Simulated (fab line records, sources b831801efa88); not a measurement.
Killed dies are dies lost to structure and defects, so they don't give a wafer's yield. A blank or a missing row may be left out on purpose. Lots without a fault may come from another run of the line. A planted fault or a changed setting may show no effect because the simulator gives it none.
Chamber matching | flow sky130 | SKY_POLY_CUT_ETCH_11 on rie_diel-03: 4 sister chambers
The step etches Si3N4 in CF4/CH2F2/Ar, stops on poly-Si, time 42.5 s, target depth 60 nm. 14 wafers are shown with their chamber, then 7 later ones without.

WAFERS WITH THEIR CHAMBER
wafer  | chamber | drypump_motor_current_A (A) | ch2f2_flow_sccm (sccm) | throttle_valve_pct (%)
L533.1 | 0       | 5.3                         | 19.96                  | 14.998
L533.3 | 3       | 5.2                         | 20.04                  | 15.000
L533.4 | 1       | 6.0                         | 20.08                  | 14.995
L535.1 | 0       | 5.3                         | 20.09                  | 14.992
L535.3 | 2       | 5.9                         | 19.99                  | 14.974
L535.4 | 1       | 5.9                         | 20.07                  | 15.010
L538.2 | 1       | 6.0                         | 19.95                  | 14.985
L538.3 | 3       | 5.2                         | 19.95                  | 15.001
L538.4 | 2       | 5.9                         | 19.97                  | 15.008
L546.2 | 0       | 5.3                         | 20.04                  | 15.000
L546.5 | 0       | 5.3                         | 20.00                  | 14.981
L546.6 | 1       | 6.0                         | 20.09                  | 15.014
L549.1 | 1       | 5.9                         | 20.14                  | 15.006
L549.2 | 2       | 5.8                         | 19.91                  | 14.976

SIGNATURES (means of the wafers above)
reading                 | chamber 0 | chamber 1 | chamber 2 | chamber 3 | scatter within a chamber
drypump_motor_current_A | 5.300     | 5.960     | 5.867     | 5.200     | 0.0432
ch2f2_flow_sccm         | 20.0225   | 20.0660   | 19.9567   | 19.9950   | 0.0604
throttle_valve_pct      | 14.99275  | 15.00200  | 14.98600  | 15.00050  | 0.0123
Rule: a wafer's distance from a chamber is the root of the sum, over the readings, of the square of ((its reading less the chamber's mean) divided by the reading's scatter). The wafer belongs to the nearest chamber; if the next one is less than 2 further off, it can't be placed. The scatter: the root of (the sum of the squares of (reading less its chamber's mean) over the shown wafers, divided by (wafers less chambers)).

WAFERS WITHOUT THEIR CHAMBER
wafer  | drypump_motor_current_A (A) | ch2f2_flow_sccm (sccm) | throttle_valve_pct (%)
L549.3 | 5.3                         | 20.10                  | 14.992
L550.3 | 5.2                         | 19.92                  | 15.002
L550.4 | 5.3                         | 20.01                  | 15.001
L550.5 | 6.0                         | 19.90                  | 15.002
L553.1 | 5.9                         | 19.98                  | 14.996
L553.4 | 5.3                         | 19.99                  | 14.996
L553.5 | 5.2                         | 20.03                  | 15.002

WHICH CHAMBER EACH WENT THROUGH
wafer  | from the rows above     | in truth
L549.3 | can't be placed: 0 or 3 | 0
L550.3 | can't be placed: 3 or 0 | 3
L550.4 | can't be placed: 0 or 3 | 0
L550.5 | can't be placed: 1 or 2 | 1
L553.1 | can't be placed: 2 or 1 | 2
L553.4 | can't be placed: 0 or 3 | 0
L553.5 | can't be placed: 3 or 0 | 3
Placed correctly: 0 of 7. Can't be placed from these rows: 7 (the true chamber is among the candidates in 7). Placed wrongly: 0.
